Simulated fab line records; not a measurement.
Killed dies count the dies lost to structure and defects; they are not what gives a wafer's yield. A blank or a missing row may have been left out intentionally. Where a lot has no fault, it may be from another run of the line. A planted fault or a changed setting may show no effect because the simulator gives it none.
Chamber matching / flow gf180mcu / 3 sister chambers for GF_SAB_CVD_00 on pecvd-04
The step deposits SiO2 from TEOS, target thk 50 nm, time 4.9302 s. 6 wafers are shown with their chamber, then 7 later ones without.

WAFERS WITH THEIR CHAMBER
wafer=L861.2; chamber=1; heaterPowerW (W)=580
wafer=L861.6; chamber=2; heaterPowerW (W)=535
wafer=L862.1; chamber=1; heaterPowerW (W)=655
wafer=L862.6; chamber=0; heaterPowerW (W)=623
wafer=L863.1; chamber=2; heaterPowerW (W)=574
wafer=L863.2; chamber=0; heaterPowerW (W)=678

WAFERS WITH NO CHAMBER GIVEN
wafer=L863.3; heaterPowerW (W)=606
wafer=L867.1; heaterPowerW (W)=735
wafer=L867.2; heaterPowerW (W)=565
wafer=L867.5; heaterPowerW (W)=565
wafer=L868.1; heaterPowerW (W)=772
wafer=L868.2; heaterPowerW (W)=683
wafer=L868.3; heaterPowerW (W)=506

WHICH CHAMBER EACH ONE RAN IN
wafer=L863.3; from the rows above=can't be placed: 1 or 0 or 2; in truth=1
wafer=L867.1; from the rows above=can't be placed: 0 or 1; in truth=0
wafer=L867.2; from the rows above=can't be placed: 2 or 1 or 0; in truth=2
wafer=L867.5; from the rows above=can't be placed: 2 or 1 or 0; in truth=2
wafer=L868.1; from the rows above=can't be placed: 0 or 1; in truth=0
wafer=L868.2; from the rows above=can't be placed: 0 or 1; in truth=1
wafer=L868.3; from the rows above=can't be placed: 2 or 1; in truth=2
Placed correctly: 0 of 7. From these rows, 7 cannot be placed; in 7 the true chamber is one of the candidates. Placed wrongly: 0.
How it was worked out, from the rows above alone: a wafer's distance from a chamber is the root of the sum, over the readings, of the square of ((its reading less the chamber's mean) divided by the reading's scatter). If the next closest chamber is less than 2 further off than the closest, the wafer can't be placed; otherwise it belongs to the closest. Each chamber's mean is taken over the wafers shown for it. The scatter: take each reading less its chamber's mean, square it, sum over the shown wafers, divide by the number of wafers less the number of chambers, and take the root.
